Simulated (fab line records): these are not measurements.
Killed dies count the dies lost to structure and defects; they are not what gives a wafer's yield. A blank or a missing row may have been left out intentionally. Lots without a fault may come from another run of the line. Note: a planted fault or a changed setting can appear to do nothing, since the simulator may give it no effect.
The tool behind it: which one?	flow gf180mcu	Sampling: 12 lots, 36 wafers, 5 of 602 route steps

== WHAT THE GAUGES READ, wafer by wafer ==
GF_DUAL_GATE_THK_MEAS_03. Usual: DUAL_GATE_OXIDATION_00_THK 10.89 nm, standard deviation 0.27.
lot	measured	on	DUAL_GATE_OXIDATION_00_THK (nm)	flag
L195	day 8 06:44	filmMetro-03	11.16 10.79 11.16	
L196	day 8 06:46	filmMetro-01	11.61 11.75 11.57	
L197	day 8 19:58	filmMetro-03	11.23 11.28 11.28	
L199	day 9 08:01	filmMetro-03	10.65 10.48 10.62	
L200	day 9 09:38	filmMetro-01	11.21 11.03 11.22	
L201	day 9 23:24	filmMetro-04	11.13 11.06 11.14	
L202	day 10 01:58	filmMetro-03	10.86 11.01 10.90	
L212	day 12 19:14	filmMetro-04	10.57 10.92 11.06	
L213	day 12 23:58	filmMetro-01	10.68 10.82 10.82	
L214	day 13 06:09	filmMetro-01	10.46 10.49 10.54	
L215	day 13 15:41	filmMetro-04	11.22 11.28 11.25	
L216	day 13 20:04	filmMetro-03	10.82 10.67 10.92	

GF_HV_LDD_THK_MEAS_55. Usual: HV_LDD_CVD_54_THK 10.03 nm, standard deviation 0.12.
lot	measured	on	HV_LDD_CVD_54_THK (nm)	flag
L195	day 13 02:37	filmMetro-04	10.18 10.18 10.21	
L196	day 13 03:39	filmMetro-04	10.01 9.84 9.92	
L197	day 13 20:52	filmMetro-01	10.05 10.00 9.91	
L199	day 14 06:55	filmMetro-02	10.01 9.87 9.97	
L200	day 14 10:59	filmMetro-02	9.95 9.99 10.01	
L201	day 15 04:05	filmMetro-01	10.02 10.02	
L202	day 15 07:57	filmMetro-01	9.97 10.07	
L212	day 18 12:32	filmMetro-02	10.05 9.82 9.87	
L213	day 18 20:38	filmMetro-01	9.97 9.89 9.94	
L214	day 19 04:16	filmMetro-01	10.05 10.11 10.04	
L215	day 19 11:55	filmMetro-01	9.99 9.89 9.94	
L216	day 19 19:11	filmMetro-02	10.07 10.18 10.21	

== WHAT TOOL EACH LOT RAN ON (gives the tool, then ch and the chambers of the sampled wafers, and finally the start) ==
lot	GF_STI_ETCH_13	GF_POLY_GATE_ETCH_13	GF_POLY_GATE_STRIP_14
L195	rieDiel-02 ch 1,3, day 2 10:47	rieSi-01 ch 1,3, day 9 20:01	plasmaAsher-03 ch 1, day 9 20:04
L196	rieDiel-02 ch 2,3, day 2 13:19	rieSi-02 ch 0,2, day 9 20:07	plasmaAsher-02 ch 0,1, day 9 20:13
L197	rieDiel-01 ch 1,2, day 2 21:31	rieSi-01 ch 2,3, day 10 10:37	plasmaAsher-02 ch 1, day 10 10:40
L199	rieDiel-02 ch 0,3, day 3 05:41	rieSi-02 ch 2,3, day 10 21:51	plasmaAsher-03 ch 0,1, day 10 21:56
L200	rieDiel-02 ch 0,2, day 3 11:22	rieSi-01 ch 1,2,3, day 11 00:21	plasmaAsher-02 ch 0,1, day 11 00:24
L201	rieDiel-02 ch 1,3, day 3 16:43	rieSi-01 ch 0,2,3, day 11 14:30	plasmaAsher-03 ch 0,1, day 11 14:33
L202	rieDiel-04 ch 2,3, day 3 20:57	rieSi-01 ch 0,1,2, day 11 18:47	plasmaAsher-01 ch 0,1, day 11 18:50
L212	rieDiel-01 ch 1,3, day 6 00:37	rieSi-01 ch 1,2,3, day 14 14:56	plasmaAsher-02 ch 0,1, day 14 14:59
L213	rieDiel-01 ch 0,2,3, day 6 07:25	rieSi-02 ch 0,2,3, day 14 20:23	plasmaAsher-03 ch 0,1, day 14 20:27
L214	rieDiel-04 ch 0,1,3, day 6 07:38	rieSi-01 ch 0,1,2, day 15 03:05	plasmaAsher-03 ch 0,1, day 15 03:08
L215	rieDiel-04 ch 1,2,3, day 6 17:01	rieSi-01 ch 0,1,3, day 15 12:53	plasmaAsher-02 ch 0,1, day 15 12:56
L216	rieDiel-01 ch 0,3, day 6 21:02	rieSi-01 ch 0,2, day 15 17:32	plasmaAsher-03 ch 0, day 15 17:36
- GF_STI_ETCH_13: etches the open film in CHF3/O2, stops on Si, target depth 282.31 nm, time 112.9 s.
- GF_POLY_GATE_ETCH_13: etches poly-Si in HBr/Cl2, stops on SiO2, target depth 198.5 nm, time 69.6 s.
- GF_POLY_GATE_STRIP_14: strips in O2/N2.

== WHAT THE TOOLS THEMSELVES READ (means of the sampled wafers that have a number; where no wafer has one, the mark that the record gives instead) ==
GF_STI_ETCH_13. Usual: drypumpMotorCurrentA 5.6 A, standard deviation 0.53; oesProductAu 0.832 a.u., standard deviation 0.0066; runLengthS 141.1 s, standard deviation 0.37; throttleValvePct 8.810 %, standard deviation 0.011.
lot	tool	drypumpMotorCurrentA (A)	oesProductAu (a.u.)	runLengthS (s)	throttleValvePct (%)	flag
L195	rieDiel-02	5.3	0.827	141.1	8.813	
L196	rieDiel-02	5.2	0.834	140.8	8.807	
L197	rieDiel-01	6.0	0.832	141.1	8.809	
L199	rieDiel-02	4.9	0.822	141.1	8.804	
L200	rieDiel-02	5.1	0.830	140.8	8.812	
L201	rieDiel-02	5.5	0.838	141.0	8.809	
L202	rieDiel-04	6.1	0.822	141.0	8.801	
L212	rieDiel-01	5.5	0.830	141.1	8.811	
L213	rieDiel-01	5.7	0.830	141.3	8.812	
L214	rieDiel-04	5.6	0.834	141.0	8.801	
L215	rieDiel-04	5.8	0.830	141.1	8.813	
L216	rieDiel-01	5.9	0.838	141.5	8.827	

GF_POLY_GATE_ETCH_13. Usual: drypumpMotorCurrentA 5.9 A, standard deviation 0.31; oesProductAu 0.986 a.u., standard deviation 0.0071; runLengthS 97.7 s, standard deviation 0.44; throttleValvePct 33.684 %, standard deviation 0.0092.
lot	tool	drypumpMotorCurrentA (A)	oesProductAu (a.u.)	runLengthS (s)	throttleValvePct (%)	flag
L195	rieSi-01	5.8	0.984	98.4	33.684	
L196	rieSi-02	5.9	0.985	97.5	33.678	
L197	rieSi-01	6.1	0.986	97.9	33.680	
L199	rieSi-02	6.0	0.981	97.2	33.685	
L200	rieSi-01	6.0	0.991	97.7	33.685	
L201	rieSi-01	5.8	0.992	88.7	33.695	OFF
L202	rieSi-01	6.0	0.984	88.9	33.677	OFF
L212	rieSi-01	6.0	0.984	97.9	33.684	
L213	rieSi-02	5.9	0.988	97.3	33.674	
L214	rieSi-01	6.0	0.978	98.0	33.688	
L215	rieSi-01	5.8	0.994	97.9	33.684	
L216	rieSi-01	6.0	0.976	97.7	33.679	

GF_POLY_GATE_STRIP_14. Usual: drypumpMotorCurrentA 5.8 A, standard deviation 0.47; heaterPowerW 356 W, standard deviation 21; oesProductAu 0.505 a.u., standard deviation 0.0044.
lot	tool	drypumpMotorCurrentA (A)	heaterPowerW (W)	oesProductAu (a.u.)	flag
L195	plasmaAsher-03	5.8	349	0.504	
L196	plasmaAsher-02	5.3	362	0.504	
L197	plasmaAsher-02	4.9	371	0.504	
L199	plasmaAsher-03	6.2	355	0.506	
L200	plasmaAsher-02	5.3	362	0.501	
L201	plasmaAsher-03	6.0	354	0.510	
L202	plasmaAsher-01	5.6	338	0.508	
L212	plasmaAsher-02	5.3	366	0.504	
L213	plasmaAsher-03	6.2	354	0.504	
L214	plasmaAsher-03	6.2	355	0.504	
L215	plasmaAsher-02	5.7	360	0.506	
L216	plasmaAsher-03	6.4	364	0.507	

== THE ANSWER, worked out from the rows above alone ==
Rule: a lot is off if the mean of its wafers that have a number lies more than 3 standard deviations from the usual mean. A lot without any number at a reading at which 4 lots or more have one is off too. Where the step has rows for the other lots, those lots are counted as sound. Order of review: gauges by route order, followed by the tools' own readings, for which a lot's mean as printed above is used. At the first step where some lot is off, the reading lying furthest off is the one used; lots without a number count as furthest.
Off, at GF_POLY_GATE_ETCH_13 on runLengthS: L201, L202.
If a tool, at that step or one of the process steps before it, ran each lot that is off and ran no sound lot following the first of them, it fits. No candidate that was tried fits.

== WHAT THE SIMULATOR HAD PUT IN ==
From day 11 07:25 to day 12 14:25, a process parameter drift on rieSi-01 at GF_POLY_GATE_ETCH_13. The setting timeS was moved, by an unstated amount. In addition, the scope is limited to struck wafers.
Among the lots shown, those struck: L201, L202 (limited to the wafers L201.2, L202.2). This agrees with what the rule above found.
